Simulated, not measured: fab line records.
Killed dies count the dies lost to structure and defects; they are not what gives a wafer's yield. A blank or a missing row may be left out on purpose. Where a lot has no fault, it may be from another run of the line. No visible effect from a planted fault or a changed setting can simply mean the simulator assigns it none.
Matching of chambers || flow sky130 || 4 sister chambers for SKY_CONTACT_CMP_27 on cmp-02
The step polishes, stops on SiO2, t overpolish 15 s, target thk 0 nm. 8 wafers are shown with their chamber, then 8 later ones without.

## WAFERS, EACH WITH ITS CHAMBER
{"wafer": "L939.5", "chamber": 3, "motor_current_A (A)": 9.6, "overpolish_run_s (s)": 15.004}
{"wafer": "L946.5", "chamber": 1, "motor_current_A (A)": 10.9, "overpolish_run_s (s)": 15.001}
{"wafer": "L948.3", "chamber": 1, "motor_current_A (A)": 11.4, "overpolish_run_s (s)": 14.994}
{"wafer": "L948.5", "chamber": 2, "motor_current_A (A)": 11.9, "overpolish_run_s (s)": 15.002}
{"wafer": "L949.1", "chamber": 2, "motor_current_A (A)": 11.9, "overpolish_run_s (s)": 14.989}
{"wafer": "L949.2", "chamber": 3, "motor_current_A (A)": 9.0, "overpolish_run_s (s)": 15.023}
{"wafer": "L949.6", "chamber": 0, "motor_current_A (A)": 10.7, "overpolish_run_s (s)": 15.024}
{"wafer": "L950.1", "chamber": 0, "motor_current_A (A)": 10.6, "overpolish_run_s (s)": 15.005}

## WAFERS MISSING THEIR CHAMBER
{"wafer": "L950.2", "motor_current_A (A)": 9.9, "overpolish_run_s (s)": 14.982}
{"wafer": "L950.4", "motor_current_A (A)": 12.2, "overpolish_run_s (s)": 15.010}
{"wafer": "L952.3", "motor_current_A (A)": 12.0, "overpolish_run_s (s)": 14.990}
{"wafer": "L952.4", "motor_current_A (A)": 10.2, "overpolish_run_s (s)": 14.994}
{"wafer": "L952.5", "motor_current_A (A)": 11.5, "overpolish_run_s (s)": 15.003}
{"wafer": "L953.2", "motor_current_A (A)": 11.5, "overpolish_run_s (s)": 14.991}
{"wafer": "L953.3", "motor_current_A (A)": 11.7, "overpolish_run_s (s)": 15.005}
{"wafer": "L953.4", "motor_current_A (A)": 9.3, "overpolish_run_s (s)": 15.004}

## WHICH CHAMBER EACH ONE RAN IN
{"wafer": "L950.2", "from the rows above": "can't be placed: 3 or 0 or 1", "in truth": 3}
{"wafer": "L950.4", "from the rows above": 2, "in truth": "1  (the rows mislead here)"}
{"wafer": "L952.3", "from the rows above": 2, "in truth": 2}
{"wafer": "L952.4", "from the rows above": "can't be placed: 0 or 1 or 3", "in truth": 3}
{"wafer": "L952.5", "from the rows above": "can't be placed: 1 or 2 or 0", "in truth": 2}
{"wafer": "L953.2", "from the rows above": "can't be placed: 1 or 2", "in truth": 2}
{"wafer": "L953.3", "from the rows above": "can't be placed: 2 or 1", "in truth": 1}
{"wafer": "L953.4", "from the rows above": 3, "in truth": 3}
2 of 8 placed correctly. From these rows, 5 cannot be placed; in 5 the true chamber is one of the candidates. Wrongly placed: 1.
How it was worked out, from the rows above alone: a wafer's distance from a chamber is the root of the sum, over the readings, of the square of ((its reading less the chamber's mean) divided by the reading's scatter). The wafer belongs to the nearest chamber; if the next one is less than 2 further off, it can't be placed. The mean given for a chamber averages the wafers shown for that chamber. How the scatter is found: for the shown wafers, subtract from each reading the mean of its chamber, square and add these, divide the total by (wafers less chambers), then take the root.
